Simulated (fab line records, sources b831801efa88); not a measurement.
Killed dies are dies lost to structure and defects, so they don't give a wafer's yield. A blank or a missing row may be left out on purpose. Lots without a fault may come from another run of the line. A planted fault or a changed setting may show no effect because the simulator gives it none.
fab line records | flow sky130
record lots=6 wafers=18 last_day=50
route steps=708 shown VT_ADJUST_PCH@152 SONOS_TUNNEL@154 PAD_OPEN@708
lots that met no fault: from a run of the same line without faults
start_h: hours from the record's first day to the start of the lot's first wafer shown | wait_h: hours since the lot's step before | " the same as in the row above | L1.1+2: a row that stands for several wafers | - no value, or no start given | * or withheld: withheld | < > ~ a bound
route shown NAME@n: a module of which the file shows steps, and the number in the route of the first | usual: mean/standard deviation of fault-free wafers | same: alike in all rows | chamber/n: place in a boat | sites: the reading at each site | _std_site: their standard deviation | _edge_site: outer sites' mean less inner sites' | radius_mm: how far each site lies from the wafer's centre | mask NAME#n: copy n | behind: the tool/chamber that last shaped the wafer | hold: why the lot was held/for how many hours/how that ended | device: the transistor (n, p or np) that didn't switch | end of line: the same wafers' tests at the end of the route | a step without rows: its recipe alone | killed: dies lost to structure and defects at the first sort, not the wafer's yield | map: a wafer's dies, x killed, . not, _ none there
set.NAME: the setting as run; set.NAME@STEP: as run at that earlier step | model.NAME: the simulator's own value behind a step, which no gauge read
lots at some steps of the route; a table a step, a row a wafer
services: from which hour (start_h, from the record's first day; less than 0 if before it) a tool's chamber was out of use, for how many hours, and why
## steps
# step SKY_VT_ADJUST_PCH_STRIP_09
# recipe chemistry=O2/N2 power_w=1400 pressure_mtorr=1500 platen_temp_c=withheld o2_flow_sccm=3000 n2_flow_sccm=300 overash_fraction=0.5
# usual drypump_motor_current_A=5.5/0.39 n2_flow_sccm=300.1/0.87 oes_product_au=0.722/0.0049 strip_time_to_endpoint_s=36.88/0.096
# columns lot.wafer tool chamber start_h wait_h drypump_motor_current_A n2_flow_sccm oes_product_au rf_hours_counter_h strip_time_to_endpoint_s
L393.1 plasma_asher-04 0 231.08 0.1 6.1 300.8 0.718 41 36.86
L393.2 " 1 " " 5.6 299.0 0.719 41 36.93
L393.4 " 1 " " 5.7 298.5 0.725 - 36.83
L394.3 plasma_asher-02 0 247.66 0.1 5.6 301.5 0.728 - 36.87
L394.4 " 1 " " 5.1 301.3 0.722 - 36.95
L394.5 " 0 " " 5.6 299.1 0.725 - 36.88
L402.3 plasma_asher-02 0 302.11 0.1 5.7 300.7 0.723 - 36.85
L402.4 " 1 " " 5.1 299.6 0.724 - 36.84
L402.6 " 0 " " 5.7 300.8 0.725 - 36.76
L403.1 plasma_asher-04 0 309.98 0.1 6.1 301.7 0.734 49 36.83
L403.2 " 1 " " 5.7 301.2 0.724 49 36.81
L403.5 " 0 " " 6.1 299.4 0.715 - 36.80
L411.1 plasma_asher-03 0 373.33 0.1 5.4 300.9 0.725 26 37.10
L411.2 " 1 " " 5.0 299.4 0.722 26 37.04
L411.5 " 1 " " 4.9 301.5 0.727 - 37.00
L414.3 plasma_asher-04 0 388.37 0.1 6.1 299.8 0.720 - 36.75
L414.4 " 1 " " 5.7 301.2 0.719 - 36.72
L414.6 " 0 " " 6.1 300.9 0.724 - 36.78
# step SKY_VT_ADJUST_PCH_TW_MEAS_10
# usual VT_ADJUST_PCH_TW=141.2/1
# columns lot.wafer tool chamber start_h wait_h VT_ADJUST_PCH_TW
L393.1 film_metro-03 - 231.18 0.1 141.9
L393.2 " - " " 141.9
L393.4 " - " " 141.7
L394.3 film_metro-01 - 247.75 0.1 141.2
L394.4 " - " " 140.9
L394.5 " - " " 141.2
L402.3 film_metro-03 - 302.20 0.1 141.8
L402.4 " - " " 141.6
L402.6 " - " " 142.1
L403.1 film_metro-03 - 310.08 0.1 141.3
L403.2 " - " " 141.5
L403.5 " - " " 142.2
L411.1 film_metro-03 - 373.43 0.1 141.7
L411.2 " - " " 140.7
L411.5 " - " " 140.5
L414.3 film_metro-01 - 388.45 0.1 141.0
L414.4 " - " " 140.7
L414.6 " - " " 140.6
# step SKY_SONOS_TUNNEL_DEHYDRATE_00
# recipe temp_c=200 time_s=60
# step SKY_SONOS_TUNNEL_HMDS_01
# recipe prime_time_s=60 prime_temp_c=120
# step SKY_SONOS_TUNNEL_COAT_02
# recipe resist=NOVOLAK spin_rpm=3000 resist_thk_nm=1140
# step SKY_SONOS_TUNNEL_SOFTBAKE_03
# recipe temp_c=90 time_s=60 resist=NOVOLAK
# step SKY_SONOS_TUNNEL_EXPOSE_04
# recipe mask_id=TUNM na=0.6 source_shape=conventional sigma_outer=0.6 polarization=unpolarized target_cd_nm=410 dose_mj=136
# step SKY_SONOS_TUNNEL_PEB_05
# recipe temp_c=withheld time_s=* resist=NOVOLAK
# step SKY_SONOS_TUNNEL_DEVELOP_06
# recipe resist=NOVOLAK developer=TMAH develop_time_s=60 dev_temp_c=23
# step SKY_SONOS_TUNNEL_CD_MEAS_07
# recipe target_cd_nm=410
# usual cd_nm=409.3/2.2
# columns lot.wafer tool chamber start_h wait_h cd_nm
L393.1 cd_sem-01 - 253.42 0.1 407.5
L393.2 " - " " 405.2
L393.4 " - " " 404.6
L394.3 cd_sem-01 - 272.04 0.1 409.7
L394.4 " - " " 409.3
L394.5 " - " " 409.4
L402.3 cd_sem-01 - 326.89 0.1 409.2
L402.4 " - " " 412.3
L402.6 " - " " 413.7
L403.1 cd_sem-02 - 336.37 0.1 408.0
L403.2 " - " " 407.7
L403.5 " - " " 405.5
L411.1 cd_sem-01 - 401.55 0.1 415.2
L411.2 " - " " 413.9
L411.5 " - " " 414.7
L414.3 cd_sem-02 - 417.36 0.1 409.8
L414.4 " - " " 410.1
L414.6 " - " " 409.2
# step SKY_SONOS_TUNNEL_OVL_MEAS_08
# usual SONOS_TUNNEL_OVL=0.8/1.7
# columns lot.wafer tool chamber start_h wait_h SONOS_TUNNEL_OVL[nm]
L393.1 overlay-01 - 253.54 0.1 -1.3
L393.2 " - " " 0.0
L393.4 " - " " -1.4
L394.3 overlay-01 - 272.13 0.1 2.3
L394.4 " - " " 1.0
L394.5 " - " " 2.7
L402.3 overlay-02 - 326.98 0.1 -1.2
L402.4 " - " " -0.8
L402.6 " - " " 1.1
L403.1 overlay-01 - 336.49 0.1 -1.4
L403.2 " - " " 0.4
L403.5 " - " " 2.4
L411.1 overlay-01 - 401.67 0.1 0.8
L411.2 " - " " 3.3
L411.5 " - " " 2.9
L414.3 overlay-02 - 417.45 0.1 3.3
L414.4 " - " " 3.8
L414.6 " - " " 5.2
# step SKY_SONOS_TUNNEL_IMPLANT_09
# recipe species=B energy_kev=20 dose_cm2=1e+12 tilt_deg=withheld
# step SKY_SONOS_TUNNEL_WET_ETCH_10
# recipe chemistry=dHF target_depth_nm=14 target=SiO2 dilution=100:1 temp_c=25 time_s=280
# usual bath_heat_duty_pct=6.5/0.77 run_length_s=308/3.4
# columns lot.wafer tool chamber start_h wait_h bath_heat_duty_pct run_length_s
L393.1 wet_bench-01 0 253.78 0.1 7.6 315
L393.2 " 0 " " 7.8 315
L393.4 " 0 " " 7.3 315
L394.3 wet_bench-04 2 272.30 0.1 7.0 304
L394.4 " 2 " " 6.5 304
L394.5 " 2 " " 6.9 304
L402.3 wet_bench-02 2 327.15 0.1 - -
L402.4 " 2 " " - -
L402.6 " 2 " " - -
L403.1 wet_bench-04 3 336.68 0.1 - -
L403.2 " 3 " " - -
L403.5 " 3 " " - -
L411.1 wet_bench-02 3 401.85 0.1 7.1 305
L411.2 " 3 " " 6.8 305
L411.5 " 3 " " 6.9 305
L414.3 wet_bench-01 0 417.63 0.1 6.9 307
L414.4 " 0 " " 8.0 307
L414.6 " 0 " " 6.9 307
# step SKY_SONOS_TUNNEL_STRIP_11
# recipe chemistry=SPM time_s=600 temp_c=130
# step SKY_PAD_OPEN_PROBE_99
# usual killed_at_M0_to_M3=43/6.5 killed_at_M4_up=3.5/1.9 killed_at_contacts=24/5.4 killed_at_front_end=16/4.8 killed_at_other=0.4/0.64 killed_dies=87/9.4 killed_on_rim=18/4.1 killed_open=47/7 killed_short=40/6.3
# same gross_dies=492 killed_at_back_side=0
# columns lot.wafer tool chamber start_h wait_h killed_at_M0_to_M3 killed_at_M4_up killed_at_contacts killed_at_front_end killed_at_other killed_dies killed_on_rim killed_open killed_short
L393.1 prober-02 - 1077.90 0.1 49 4 27 10 0 90 28 54 36
L393.2 prober-02 - 1077.95 0.1 45 1 20 6 0 72 15 45 27
L393.4 prober-02 - 1078.05 0.2 37 1 28 12 0 78 16 46 32
L403.1 prober-01 - 1141.81 0.1 39 5 18 428 2 492 96 35 37
L403.2 prober-01 - 1141.86 0.1 38 3 39 411 1 492 96 57 38
L403.5 prober-01 - 1142.01 0.2 41 8 28 415 0 492 96 52 45
L402.3 prober-01 - 1143.41 0.2 53 5 26 408 0 492 96 45 52
L402.4 prober-01 - 1143.46 0.2 36 4 19 432 1 492 96 35 37
L402.6 prober-01 - 1143.56 0.2 38 5 26 422 1 492 96 46 42
L411.1 prober-01 - 1179.54 0.1 40 1 24 13 0 78 18 47 31
L411.2 prober-01 - 1179.59 0.1 45 4 25 15 0 89 24 49 40
L411.5 prober-01 - 1179.74 0.2 43 3 21 23 0 90 15 58 32
# killed by level:class
L393.1 CONTACT:geometric_particle:open=14 LI_CONTACT:geometric_particle:open=8 VIA1:geometric_particle:open=8 VIA2:geometric_particle:open=8 VIA3:geometric_particle:open=8 VIA1:geometric_particle:short=7 METAL3:geometric_particle:short=5 FIELD_ISO:geometric_particle:open=4
L393.2 VIA1:geometric_particle:open=12 CONTACT:geometric_particle:open=9 VIA1:geometric_particle:short=7 VIA3:geometric_particle:open=7 METAL2:geometric_particle:short=6 LI_CONTACT:geometric_particle:open=5 METAL1:geometric_particle:short=4 VIA2:geometric_particle:open=4
L393.4 CONTACT:geometric_particle:open=13 VIA1:geometric_particle:open=10 LI_CONTACT:geometric_particle:open=7 METAL3:geometric_particle:short=5 VIA3:geometric_particle:open=5 CONTACT:geometric_particle:short=4 VIA2:geometric_particle:open=4 FIELD_ISO:geometric_particle:short=3
L403.1 SONOS_TUNNEL:area_etch=418 VIA1:geometric_particle:open=8 METAL1:geometric_particle:short=6 LOCAL_INTERCONNECT:geometric_particle:short=5 CONTACT:geometric_particle:open=5 VIA1:geometric_particle:short=5 METAL2:geometric_particle:short=5 VIA2:geometric_particle:open=5
L403.2 SONOS_TUNNEL:area_etch=396 CONTACT:geometric_particle:open=17 VIA1:geometric_particle:open=13 VIA2:geometric_particle:open=8 CONTACT:geometric_particle:short=7 LI_CONTACT:geometric_particle:short=6 LOCAL_INTERCONNECT:geometric_particle:short=4 VIA3:geometric_particle:open=4
L403.5 SONOS_TUNNEL:area_etch=394 CONTACT:geometric_particle:open=11 FIELD_ISO:geometric_particle:short=9 VIA1:geometric_particle:open=8 FIELD_ISO:geometric_particle:open=6 VIA3:geometric_particle:open=6 LOCAL_INTERCONNECT:geometric_particle:short=6 VIA1:geometric_particle:short=6
L402.3 SONOS_TUNNEL:area_etch=395 VIA2:geometric_particle:open=9 CONTACT:geometric_particle:open=8 METAL2:geometric_particle:short=8 VIA1:geometric_particle:open=7 METAL1:geometric_particle:short=7 LI_CONTACT:geometric_particle:open=6 CONTACT:geometric_particle:short=6
L402.4 SONOS_TUNNEL:area_etch=417 LI_CONTACT:geometric_particle:open=7 VIA1:geometric_particle:open=7 CONTACT:geometric_particle:open=7 METAL3:geometric_particle:short=6 VIA1:geometric_particle:short=5 METAL2:geometric_particle:short=4 METAL1:geometric_particle:short=4
L402.6 SONOS_TUNNEL:area_etch=403 CONTACT:geometric_particle:open=14 VIA1:geometric_particle:open=9 FIELD_ISO:geometric_particle:short=7 CONTACT:geometric_particle:short=6 VIA3:geometric_particle:open=5 VIA1:geometric_particle:short=5 METAL4:geometric_particle:short=5
L411.1 VIA1:geometric_particle:open=11 CONTACT:geometric_particle:open=8 VIA1:geometric_particle:short=7 LI_CONTACT:geometric_particle:open=7 LOCAL_INTERCONNECT:geometric_particle:short=7 VIA3:geometric_particle:open=7 POLY_GATE:geometric_particle:open=6 METAL1:geometric_particle:short=3
L411.2 VIA1:geometric_particle:open=13 LI_CONTACT:geometric_particle:open=7 CONTACT:geometric_particle:open=7 METAL2:geometric_particle:short=6 VIA2:geometric_particle:open=6 FIELD_ISO:geometric_particle:open=5 VIA3:geometric_particle:open=5 LI_CONTACT:geometric_particle:short=4
L411.5 VIA1:geometric_particle:open=11 LI_CONTACT:geometric_particle:open=9 FIELD_ISO:geometric_particle:open=8 CONTACT:geometric_particle:open=8 VIA3:geometric_particle:open=6 VIA2:geometric_particle:open=5 POLY_GATE:geometric_particle:open=5 METAL2:geometric_particle:short=5
# map L402.3 (x killed, . not)
__________xxxxxxxxxx_________
________xxxxxxxxxxxxxx_______
______xxxxxxxxxxxxxxxxxx_____
_____xxxxxxxxxxxxxxxxxxxx____
____xxxxxxxxxxxxxxxxxxxxxx___
___xxxxxxxxxxxxxxxxxxxxxxxx__
__xxxxxxxxxxxxxxxxxxxxxxxxxx_
_xxxxxxxxxxxxxxxxxxxxxxxxxxxx
_xxxxxxxxxxxxxxxxxxxxxxxxxxxx
_xxxxxxxxxxxxxxxxxxxxxxxxxxxx
_xxxxxxxxxxxxxxxxxxxxxxxxxxxx
_xxxxxxxxxxxxxxxxxxxxxxxxxxxx
_xxxxxxxxxxxxxxxxxxxxxxxxxxxx
_xxxxxxxxxxxxxxxxxxxxxxxxxxxx
_xxxxxxxxxxxxxxxxxxxxxxxxxxxx
__xxxxxxxxxxxxxxxxxxxxxxxxxx_
___xxxxxxxxxxxxxxxxxxxxxxxx__
____xxxxxxxxxxxxxxxxxxxxxx___
_____xxxxxxxxxxxxxxxxxxxx____
______xxxxxxxxxxxxxxxxxx_____
________xxxxxxxxxxxxxx_______
__________xxxxxxxxxx_________
# map L403.1 (x killed, . not)
__________xxxxxxxxxx_________
________xxxxxxxxxxxxxx_______
______xxxxxxxxxxxxxxxxxx_____
_____xxxxxxxxxxxxxxxxxxxx____
____xxxxxxxxxxxxxxxxxxxxxx___
___xxxxxxxxxxxxxxxxxxxxxxxx__
__xxxxxxxxxxxxxxxxxxxxxxxxxx_
_xxxxxxxxxxxxxxxxxxxxxxxxxxxx
_xxxxxxxxxxxxxxxxxxxxxxxxxxxx
_xxxxxxxxxxxxxxxxxxxxxxxxxxxx
_xxxxxxxxxxxxxxxxxxxxxxxxxxxx
_xxxxxxxxxxxxxxxxxxxxxxxxxxxx
_xxxxxxxxxxxxxxxxxxxxxxxxxxxx
_xxxxxxxxxxxxxxxxxxxxxxxxxxxx
_xxxxxxxxxxxxxxxxxxxxxxxxxxxx
__xxxxxxxxxxxxxxxxxxxxxxxxxx_
___xxxxxxxxxxxxxxxxxxxxxxxx__
____xxxxxxxxxxxxxxxxxxxxxx___
_____xxxxxxxxxxxxxxxxxxxx____
______xxxxxxxxxxxxxxxxxx_____
________xxxxxxxxxxxxxx_______
__________xxxxxxxxxx_________
## services
# columns tool chamber start_h hours kind
plasma_asher-04 - 223.91 1.5 repair
wet_bench-02 - 232.98 3.2 repair
wet_bench-02 - 284.30 1.2 repair
plasma_asher-03 - 285.26 2.8 pm
wet_bench-01 - 300.84 0.8 repair
wet_bench-02 - 316.23 1.6 repair
wet_bench-04 - 326.02 2.3 repair
wet_bench-04 - 344.09 4.3 repair
plasma_asher-02 - 386.98 3.1 repair
wet_bench-01 - 392.04 1.0 repair
## key
first_sign step=SKY_SONOS_TUNNEL_WET_ETCH_10 reading=tool_record direction=missing
effect step=SKY_PAD_OPEN_PROBE_99 reading=killed_at_front_end direction=up sigmas=85 usual=16 struck=419
more_kills_born_at SKY_SONOS_TUNNEL_WET_ETCH_10@wet_bench-02=1215 SKY_SONOS_TUNNEL_WET_ETCH_10@wet_bench-04=1208
met_at SKY_SONOS_TUNNEL_WET_ETCH_10
struck_wafers L402.3,L402.4,L402.6,L403.1,L403.2,L403.5
later_rows_left_out L402.3,L402.4,L402.6,L403.1,L403.2,L403.5
tester_left_out L402,L403
onset_between 272.30 327.15
fault kind=skipped_step_whole tool=wet_bench-02,wet_bench-04 chamber=- onset_h=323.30 steps=SKY_SONOS_TUNNEL_WET_ETCH_10 scope=struck_lots_only
# tester_left_out: of these lots the tester's yield and bins aren't shown, on N5 and GAA mostly nor the transistor test; their killed dies are dies lost to structure and defects alone, not to doping, threshold or leakage, so they don't give the yield
# later_rows_left_out: the simulator's readings of these wafers behind a module that went badly wrong aren't trusted and aren't shown, but for the sort
